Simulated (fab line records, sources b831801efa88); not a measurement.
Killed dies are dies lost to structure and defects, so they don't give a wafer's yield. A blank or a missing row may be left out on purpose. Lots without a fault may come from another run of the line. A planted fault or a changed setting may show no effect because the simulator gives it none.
Which tool did it? | flow sky130 | 13 lots, 39 wafers sampled, at 5 steps of a route of 708

WHAT THE GAUGES READ, wafer by wafer
SKY_NWELL_OVL_MEAS_23.
lot  | measured     | on         | NWELL_01_OVL (nm)
L824 | day 5 08:32  | overlay-02 | 0.2 1.9 0.5
L825 | day 5 13:57  | overlay-01 | 0.7 1.5 2.7
L827 | day 5 22:05  | overlay-01 | 1.5 2.8 1.9
L831 | day 7 01:32  | overlay-02 | -1.0 -1.4 1.0
L834 | day 7 17:43  | overlay-01 | 0.0 -1.2 -1.3
L838 | day 9 08:45  | overlay-02 | 2.7 2.7 2.0
L837 | day 9 09:23  | overlay-01 | 1.8 1.0 1.1
L839 | day 9 12:47  | overlay-01 | 0.4 0.0 1.5
L843 | day 10 08:08 | overlay-02 | 1.2 1.7 1.1
L844 | day 10 09:23 | overlay-02 | -0.6 0.1 -1.2
L845 | day 10 14:21 | overlay-02 | 0.8 2.1 2.6
L846 | day 10 21:38 | overlay-01 | 0.2 1.4 0.9
L847 | day 11 05:29 | overlay-01 | -0.9 -1.0 -1.4

SKY_VT_ADJUST_HVTP_OVL_MEAS_08.
lot  | measured     | on         | VT_ADJUST_HVTP_OVL (nm)
L824 | day 6 02:31  | overlay-02 | -0.2 0.0 0.0
L825 | day 6 07:19  | overlay-01 | 0.0 -0.5 -1.1
L827 | day 6 16:46  | overlay-01 | 4.6 3.6 3.5
L831 | day 7 22:40  | overlay-02 | -0.6 1.5 0.5
L834 | day 8 14:48  | overlay-02 | 0.8 1.6 2.3
L838 | day 10 07:21 | overlay-02 | 1.6 0.7 1.7
L837 | day 10 07:50 | overlay-02 | 2.6 1.3 3.1
L839 | day 10 11:25 | overlay-01 | -1.5 -0.3 -1.2
L843 | day 11 08:27 | overlay-01 | 3.6 1.6 4.0
L844 | day 11 09:50 | overlay-02 | 1.2 0.4 2.2
L845 | day 11 14:57 | overlay-02 | 0.6 -0.1 1.9
L846 | day 11 22:13 | overlay-02 | 1.9 2.1 1.4
L847 | day 12 05:58 | overlay-01 | 1.9 2.5 -0.1

SKY_VT_ADJUST_LVTN_TW_MEAS_10.
lot  | measured     | on            | VT_ADJUST_LVTN_TW
L824 | day 6 21:49  | film_metro-03 | 243.2 241.5 241.9
L825 | day 7 02:10  | film_metro-04 | 244.1 245.5 243.7
L827 | day 7 12:44  | film_metro-03 | 238.8 239.3 240.2
L831 | day 8 19:46  | film_metro-02 | 210.5 211.7 210.8
L834 | day 9 12:44  | film_metro-04 | 214.8 215.7 215.6
L838 | day 11 06:55 | film_metro-02 | 242.1 242.4 240.9
L837 | day 11 07:27 | film_metro-02 | 240.0 241.0 241.2
L839 | day 11 10:59 | film_metro-04 | 245.7 245.9 246.7
L843 | day 12 08:47 | film_metro-03 | 240.3 240.8 241.1
L844 | day 12 10:50 | film_metro-04 | 244.2 245.9 244.9
L845 | day 12 15:26 | film_metro-02 | 243.7 242.4 241.5
L846 | day 12 23:34 | film_metro-03 | 240.1 239.4 239.0
L847 | day 13 06:15 | film_metro-04 | 245.5 243.6 244.4

WHICH TOOL RAN EACH LOT (tool, then ch and the chambers of the sampled wafers, then the start)
lot  | SKY_NWELL_STRIP_14                   | SKY_VT_ADJUST_LVTN_IMPLANT_08
L824 | plasma_asher-02 ch 0,1, day 4 15:32  | implanter-03 ch 0, day 6 21:34
L825 | plasma_asher-02 ch 0,1, day 4 21:05  | implanter-01 ch 0, day 7 01:56
L827 | plasma_asher-04 ch 0,1, day 5 05:11  | implanter-03 ch 0, day 7 12:29
L831 | plasma_asher-02 ch 0,1, day 6 06:47  | implanter-01 ch 0, day 8 19:32
L834 | plasma_asher-02 ch 0,1, day 6 22:01  | implanter-01 ch 0, day 9 12:32
L838 | plasma_asher-03 ch 0,1, day 8 10:17  | implanter-03 ch 0, day 11 06:41
L837 | plasma_asher-02 ch 0,1, day 8 11:28  | implanter-04 ch 0, day 11 07:14
L839 | plasma_asher-03 ch 0,1, day 8 15:23  | implanter-04 ch 0, day 11 10:44
L843 | plasma_asher-03 ch 0,1, day 9 09:56  | implanter-04 ch 0, day 12 08:32
L844 | plasma_asher-04 ch 0,1, day 9 11:10  | implanter-03 ch 0, day 12 10:38
L845 | plasma_asher-04 ch 0,1, day 9 15:29  | implanter-01 ch 0, day 12 15:13
L846 | plasma_asher-04 ch 1, day 9 22:43    | implanter-01 ch 0, day 12 23:19
L847 | plasma_asher-02 ch 0,1, day 10 07:01 | implanter-01 ch 0, day 13 06:02
- SKY_NWELL_STRIP_14: strips in O2/N2.
- SKY_VT_ADJUST_LVTN_IMPLANT_08

WHAT THE TOOLS THEMSELVES READ (means of the sampled wafers that have a number; where no wafer has one, the mark that the record gives instead)
SKY_NWELL_STRIP_14.
lot  | tool            | drypump_motor_current_A (A) | oes_product_au (a.u.) | strip_time_to_endpoint_s (s)
L824 | plasma_asher-02 | 5.5                         | 0.722                 | 36.69
L825 | plasma_asher-02 | 5.6                         | 0.724                 | 36.83
L827 | plasma_asher-04 | 5.1                         | 0.723                 | 37.03
L831 | plasma_asher-02 | 5.6                         | 0.726                 | 36.93
L834 | plasma_asher-02 | 5.6                         | 0.719                 | 36.99
L838 | plasma_asher-03 | 5.9                         | 0.721                 | 36.94
L837 | plasma_asher-02 | 5.6                         | 0.722                 | 36.97
L839 | plasma_asher-03 | 5.9                         | 0.724                 | 36.91
L843 | plasma_asher-03 | 6.0                         | 0.721                 | 36.95
L844 | plasma_asher-04 | 5.1                         | 0.720                 | 37.13
L845 | plasma_asher-04 | 5.1                         | 0.723                 | 37.00
L846 | plasma_asher-04 | 5.0                         | 0.721                 | 36.83
L847 | plasma_asher-02 | 5.6                         | 0.723                 | 37.06

SKY_VT_ADJUST_LVTN_IMPLANT_08.
lot  | tool         | dose_ions_cm2 | faraday_current_uA
L824 | implanter-03 | 1.5694e+12    | 8.81
L825 | implanter-01 | 1.5701e+12    | 8.87
L827 | implanter-03 | 1.5695e+12    | 8.76
L831 | implanter-01 | 9.9637e+11    | 5.64
L834 | implanter-01 | 9.9467e+11    | 5.62
L838 | implanter-03 | 1.5708e+12    | 8.88
L837 | implanter-04 | 1.5703e+12    | 8.84
L839 | implanter-04 | 1.5684e+12    | 8.75
L843 | implanter-04 | 1.5678e+12    | 8.82
L844 | implanter-03 | 1.5693e+12    | 8.70
L845 | implanter-01 | 1.5698e+12    | 8.69
L846 | implanter-01 | 1.5689e+12    | 8.76
L847 | implanter-01 | 1.5707e+12    | 8.88

THE ANSWER, worked out from the rows above alone
Rule: what is usual is taken from the lots themselves. Put in order of their means at a reading, lots are off if they are a third of the lots or fewer, leave a main group of 4 or more, and stand apart from it by a gap of 3 or more times the standard deviation of the main group's means; of several such gaps the widest counts. A main group whose means are all the same, to the digits that the tables above print for the reading, isn't used. A lot without any number at a reading at which 4 lots or more have one is off too. The other lots that the step has rows for count as sound. The gauges are gone through in route order, then the tools' own readings, and for those a lot's mean is taken as printed above. The first step at which some lot is off is used, and at that step the reading that is off furthest; a lot without a number counts as furthest.
Off: L831, L834, at SKY_VT_ADJUST_LVTN_TW_MEAS_10 (VT_ADJUST_LVTN_TW). The main group: mean 242.5, standard deviation 2.2.
A tool fits if, at a process step before that reading, it ran every lot that is off, and no sound lot after the first of them. The gauges at SKY_VT_ADJUST_LVTN_TW_MEAS_10 aren't tried: what is off there is off at SKY_VT_ADJUST_LVTN_IMPLANT_08 too, on other tools, and a gauge's error can't cause that. None of those tried fits.

WHAT THE SIMULATOR HAD PUT IN
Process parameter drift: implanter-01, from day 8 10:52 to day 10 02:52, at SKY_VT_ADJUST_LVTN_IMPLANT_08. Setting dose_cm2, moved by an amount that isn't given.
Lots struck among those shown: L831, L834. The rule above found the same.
